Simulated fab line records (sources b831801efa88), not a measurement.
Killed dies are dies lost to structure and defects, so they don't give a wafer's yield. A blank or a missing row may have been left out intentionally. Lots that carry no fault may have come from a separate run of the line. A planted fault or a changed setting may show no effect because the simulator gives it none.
Chamber matching / flow sky130 / SKY_METAL3_ETCH_17 on rie-diel-02 has 4 sister chambers
The step etches SiO2 in C4F8/O2/Ar, stops on TiN, time 3.9 s, target depth 15 nm. 14 wafers are shown with their chamber, then 7 later ones without.

EACH WAFER AND ITS CHAMBER
wafer=L658.2; chamber=0; oes-product-au (a.u.)=0.753
wafer=L658.4; chamber=3; oes-product-au (a.u.)=0.765
wafer=L658.6; chamber=1; oes-product-au (a.u.)=0.754
wafer=L661.2; chamber=0; oes-product-au (a.u.)=0.759
wafer=L661.3; chamber=1; oes-product-au (a.u.)=0.749
wafer=L661.6; chamber=1; oes-product-au (a.u.)=0.762
wafer=L662.2; chamber=1; oes-product-au (a.u.)=0.762
wafer=L662.5; chamber=1; oes-product-au (a.u.)=0.758
wafer=L662.6; chamber=0; oes-product-au (a.u.)=0.756
wafer=L663.1; chamber=1; oes-product-au (a.u.)=0.748
wafer=L663.3; chamber=2; oes-product-au (a.u.)=0.749
wafer=L663.4; chamber=2; oes-product-au (a.u.)=0.755
wafer=L665.1; chamber=3; oes-product-au (a.u.)=0.768
wafer=L665.2; chamber=2; oes-product-au (a.u.)=0.759

SIGNATURES (averages over the wafers above)
reading=oes-product-au; chamber 0=0.75600; chamber 1=0.75550; chamber 2=0.75433; chamber 3=0.76650; scatter within a chamber=0.00514
Rule: for each reading, subtract the chamber's mean from the wafer's reading, divide by that reading's scatter and square the result; add these up over the readings and take the root, which gives the wafer's distance from the chamber. If the next closest chamber is less than 2 further off than the closest, the wafer can't be placed; otherwise it belongs to the closest. The scatter: the root of (the sum of the squares of (reading less its chamber's mean) over the shown wafers, divided by (wafers less chambers)).

WAFERS WITHOUT THEIR CHAMBER
wafer=L665.3; oes-product-au (a.u.)=0.768
wafer=L666.1; oes-product-au (a.u.)=0.735
wafer=L666.3; oes-product-au (a.u.)=0.754
wafer=L666.5; oes-product-au (a.u.)=0.752
wafer=L676.4; oes-product-au (a.u.)=0.761
wafer=L676.5; oes-product-au (a.u.)=0.757
wafer=L676.6; oes-product-au (a.u.)=0.764

WHICH CHAMBER EACH ONE RAN IN
wafer=L665.3; from the rows above=3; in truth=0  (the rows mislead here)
wafer=L666.1; from the rows above=can't be placed: 2 or 1 or 0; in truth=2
wafer=L666.3; from the rows above=can't be placed: 2 or 1 or 0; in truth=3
wafer=L666.5; from the rows above=can't be placed: 2 or 1 or 0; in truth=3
wafer=L676.4; from the rows above=can't be placed: 0 or 1 or 3 or 2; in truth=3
wafer=L676.5; from the rows above=can't be placed: 0 or 1 or 2 or 3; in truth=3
wafer=L676.6; from the rows above=can't be placed: 3 or 0 or 1 or 2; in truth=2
0 of 7 placed correctly. Cannot be placed on the basis of these rows: 6; the candidates contain the true chamber in 4. Placed wrongly: 1.
